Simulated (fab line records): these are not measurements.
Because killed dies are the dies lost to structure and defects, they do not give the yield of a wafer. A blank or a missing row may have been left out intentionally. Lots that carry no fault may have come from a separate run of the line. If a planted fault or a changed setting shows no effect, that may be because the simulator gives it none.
The tool behind it: which one? | flow sky130 | 42 wafers from 14 lots sampled at 5 of the route's 708 steps

WHAT THE GAUGES READ, wafer by wafer
SKY_METAL2_THK_MEAS_06: measures by xrf.
lot  | measured     | on            | METAL2_ALCU_THK (nm)
L418 | day 34 03:41 | film metro-04 | 252 251 252
L420 | day 34 17:02 | film metro-04 | 250 248 247
L421 | day 35 01:54 | film metro-01 | 251 258 253
L422 | day 35 03:40 | film metro-03 | 255 259 260
L424 | day 35 20:35 | film metro-04 | 248 250 253
L425 | day 36 02:05 | film metro-04 | 253 248 252
L430 | day 38 00:20 | film metro-04 | 253 247 244
L431 | day 38 07:40 | film metro-03 | 255 260 258
L435 | day 39 05:58 | film metro-03 | 253 253 255
L437 | day 40 11:37 | film metro-04 | 252 254 254
L438 | day 40 12:34 | film metro-01 | 250 247 250
L439 | day 40 13:06 | film metro-01 | 255 253 257
L440 | day 40 14:57 | film metro-01 | 250 254 252
L441 | day 40 19:52 | film metro-01 | 251 257 254

SKY_VIA3_RS_MEAS_22: uses a four-point probe to measure.
lot  | measured     | on            | VIA3_W_RS (ohm/sq)
L418 | day 39 20:46 | film metro-02 | 0.282 0.283 0.284
L420 | day 40 10:32 | film metro-02 | 0.294 0.294 0.298
L421 | day 40 16:57 | film metro-02 | 0.295 0.291 0.296
L422 | day 40 18:01 | film metro-02 | 0.296 0.299 0.292
L424 | day 41 15:12 | film metro-01 | 0.286 0.284 0.286
L425 | day 41 16:25 | film metro-03 | 0.295 0.297 0.294
L430 | day 43 09:23 | film metro-01 | 59.059 59.030 59.042
L431 | day 43 15:34 | film metro-03 | 58.699 57.923 58.344
L435 | day 44 09:40 | film metro-02 | 0.290 0.286 0.288
L437 | day 45 13:22 | film metro-01 | 0.289 0.288 0.295
L438 | day 45 14:18 | film metro-02 | 0.286 0.291 0.293
L439 | day 45 14:55 | film metro-03 | 0.291 0.295 0.294
L440 | day 45 15:37 | film metro-01 | 0.288 0.293 0.288
L441 | day 45 19:32 | film metro-02 | 0.292 0.294 0.293

SKY_VIA3_THK_MEAS_23: measures by xrf.
lot  | measured     | on            | VIA3_W_THK (nm)
L418 | day 39 20:52 | film metro-02 | 397 394 393
L420 | day 40 10:38 | film metro-02 | 381 381 375
L421 | day 40 17:04 | film metro-02 | 380 383 379
L422 | day 40 18:08 | film metro-02 | 377 375 384
L424 | day 41 15:18 | film metro-01 | 397 402 394
L425 | day 41 16:32 | film metro-03 | 384 378 386
L430 | day 43 09:30 | film metro-01 | <0 <0 <0
L431 | day 43 15:41 | film metro-03 | <0 <0 <0
L435 | day 44 09:47 | film metro-02 | 387 391 390
L437 | day 45 13:29 | film metro-01 | 396 392 385
L438 | day 45 14:24 | film metro-02 | 391 384 379
L439 | day 45 15:01 | film metro-03 | 391 388 387
L440 | day 45 15:44 | film metro-01 | 392 391 394
L441 | day 45 19:38 | film metro-02 | 380 378 379

TOOL THAT RAN EACH LOT (tool first, then ch and the chambers of the sampled wafers, then the start)
lot  | SKY_METAL3_SPUTTER_00        | SKY_VIA3_CVD_21
L418 | pvd sputter-03, day 36 11:11 | cvd w-01 ch 0,1, day 39 20:37
L420 | pvd sputter-01, day 37 01:42 | cvd w-02 ch 0,1, day 40 10:23
L421 | pvd sputter-01, day 37 09:53 | cvd w-02 ch 0,1, day 40 16:49
L422 | pvd sputter-02, day 37 10:26 | cvd w-02 ch 0,1, day 40 17:53
L424 | pvd sputter-01, day 38 04:57 | cvd w-01 ch 0,1, day 41 15:05
L425 | pvd sputter-03, day 38 09:37 | cvd w-02 ch 0,1, day 41 16:17
L430 | pvd sputter-02, day 40 05:58 | cvd w-01 ch 0,1, day 43 09:16
L431 | pvd sputter-02, day 40 13:39 | cvd w-01 ch 0,1, day 43 15:26
L435 | pvd sputter-01, day 41 09:41 | cvd w-01 ch 0,1, day 44 09:33
L437 | pvd sputter-02, day 42 14:52 | cvd w-01 ch 0,1, day 45 13:15
L438 | pvd sputter-03, day 42 15:20 | cvd w-01 ch 0,1, day 45 14:11
L439 | pvd sputter-01, day 42 15:48 | cvd w-02 ch 0,1, day 45 14:47
L440 | pvd sputter-02, day 42 17:23 | cvd w-02 ch 0,1, day 45 15:29
L441 | pvd sputter-03, day 42 21:35 | cvd w-02 ch 0,1, day 45 19:25
- SKY_METAL3_SPUTTER_00: material Ti, target thk 15 nm, time 10 s.
- SKY_VIA3_CVD_21: deposits W, target thk 390 nm, time 117.31 s.

WHAT THE TOOLS THEMSELVES READ (means of the sampled wafers that have a number; where no wafer has one, the mark that the record gives instead)
SKY_METAL3_SPUTTER_00.
lot  | tool           | cathode dc power W (W) | throttle valve pct (%)
L418 | pvd sputter-03 | 2999.5                 | 30.3
L420 | pvd sputter-01 | 2999.7                 | 30.2
L421 | pvd sputter-01 | 2999.5                 | 29.6
L422 | pvd sputter-02 | 3000.4                 | 30.0
L424 | pvd sputter-01 | 2999.5                 | 30.3
L425 | pvd sputter-03 | 2999.4                 | 31.1
L430 | pvd sputter-02 | 3000.3                 | 29.5
L431 | pvd sputter-02 | 2999.6                 | 29.7
L435 | pvd sputter-01 | 3000.8                 | 30.0
L437 | pvd sputter-02 | 3000.4                 | 29.4
L438 | pvd sputter-03 | 2999.8                 | 31.0
L439 | pvd sputter-01 | 3000.5                 | 30.1
L440 | pvd sputter-02 | 2999.9                 | 29.6
L441 | pvd sputter-03 | 3000.2                 | 30.7

SKY_VIA3_CVD_21.
lot  | tool     | chamber pressure Torr (Torr) | heater power outer w (W) | heater power w (W)
L418 | cvd w-01 | 40.06                        | 522                      | 854
L420 | cvd w-02 | 40.09                        | 460                      | 753
L421 | cvd w-02 | 40.03                        | 472                      | 750
L422 | cvd w-02 | 40.10                        | 473                      | 740
L424 | cvd w-01 | 39.90                        | 526                      | 875
L425 | cvd w-02 | 40.07                        | 466                      | 754
L430 | cvd w-01 | -                            | -                        | -
L431 | cvd w-01 | -                            | -                        | -
L435 | cvd w-01 | 40.00                        | 529                      | 888
L437 | cvd w-01 | 40.02                        | 477                      | 798
L438 | cvd w-01 | 40.07                        | 477                      | 796
L439 | cvd w-02 | 39.90                        | 477                      | 744
L440 | cvd w-02 | 40.01                        | 469                      | 739
L441 | cvd w-02 | 40.00                        | 474                      | 731

THE ANSWER, worked out from the rows above alone
Rule: usual is defined by the lots themselves. The widest of any qualifying gaps counts: lots, ordered by their means at a reading, are off when they make up no more than a third of the lots, leave a main group of 4 or more, and stand apart from it by 3 or more times the standard deviation of that group's means. The tables above print the reading to a certain number of digits; a main group whose means all agree to those digits is not used. A lot without any number at a reading at which 4 lots or more have one is off too. Any other lot the step has rows for is counted as sound. After the gauges, taken in route order, come the tools' own readings; for these a lot's mean is taken, as printed above. The first step at which some lot is off is used, and at that step the reading that is off furthest; a lot without a number counts as furthest.
Off: at SKY_VIA3_RS_MEAS_22 (VIA3_W_RS), L430, L431. The main group: mean 0.291 ohm/sq, standard deviation 0.0039.
A tool fits if, at a process step before that reading, it ran every lot that is off, and no sound lot after the first of them. The gauges at SKY_VIA3_RS_MEAS_22 aren't tried: what is off there is off at SKY_VIA3_CVD_21 too, on other tools, and a gauge's error can't cause that. Not one of the candidates tried fits.

WHAT HAD BEEN PUT IN BY THE SIMULATOR
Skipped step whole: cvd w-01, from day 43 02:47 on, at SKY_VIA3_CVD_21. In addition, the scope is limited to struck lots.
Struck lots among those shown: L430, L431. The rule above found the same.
